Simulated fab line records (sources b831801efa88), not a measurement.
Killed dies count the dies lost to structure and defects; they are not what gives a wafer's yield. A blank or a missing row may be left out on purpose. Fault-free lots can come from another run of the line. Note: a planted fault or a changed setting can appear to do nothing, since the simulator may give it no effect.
One fault seen from 2 desks    flow gf180mcu    each desk holds nothing but its own numbers, with what lay behind them at the end

## THE METROLOGY DESK
Means of the sampled wafers that have a number, per lot and without regard to the tool the lot ran on: this is what the gauges read. If a lot's mean is further than 4 standard deviations from the usual mean, the lot is out of limits and carries the mark OUT (the distance appears in the brackets).
Columns: A = M4_ALCU_THK at GF_M4_THK_MEAS_06, usual 460 nm; B = V4_BOW at GF_V4_BOW_MEAS_05, usual 136 um; C = V4_OVL at GF_V4_OVL_MEAS_15, usual 2 nm
lot   first seen here  A    B    C
L457  day 22 11:27     459  136  6
L458  day 23 05:56     455  148  9
L459  day 23 21:03     464  136  1
L461  day 24 05:11     464  126  -2
L463  day 24 17:58     473  123  -1
L467  day 25 22:34     464  142  3
L466  day 26 00:19     461  142  7
L468  day 26 10:02     462  125  8
L470  day 27 06:43     455  144  -1
L471  day 27 08:05     455  123  2
L477  day 28 15:23     467  141  -0
L479  day 29 07:18     465  155  -3
Finding of this desk: none of the 12 lots has anything out of limits.

## DESK OF THE TOOL OWNER: cmp-01
The tool's own readings at GF_V4_CMP_04 (polishes SiO2): means of the sampled wafers that have a number, for each lot that ran on this tool. If a lot's mean is further than 4 standard deviations from the usual mean, the lot is out of limits and carries the mark OUT (the distance appears in the brackets).
Columns: A = motor current A at GF_V4_CMP_04, usual 11.9 A; B = time to endpoint s at GF_V4_CMP_04, usual 81 s
lot   first seen here  A     B
L458  day 24 05:40     10.7  86
L461  day 25 04:07     11.7  80
L467  day 26 19:46     11.5  79
L468  day 27 07:25     11.0  81
L470  day 28 02:55     11.4  86
Finding of this desk: none of the 5 lots has anything out of limits.

## ALL TOGETHER
Nothing out of limits was seen by the metrology desk.
The tool owner's desk saw nothing out of limits.

## WHAT THE SIMULATOR PUT IN
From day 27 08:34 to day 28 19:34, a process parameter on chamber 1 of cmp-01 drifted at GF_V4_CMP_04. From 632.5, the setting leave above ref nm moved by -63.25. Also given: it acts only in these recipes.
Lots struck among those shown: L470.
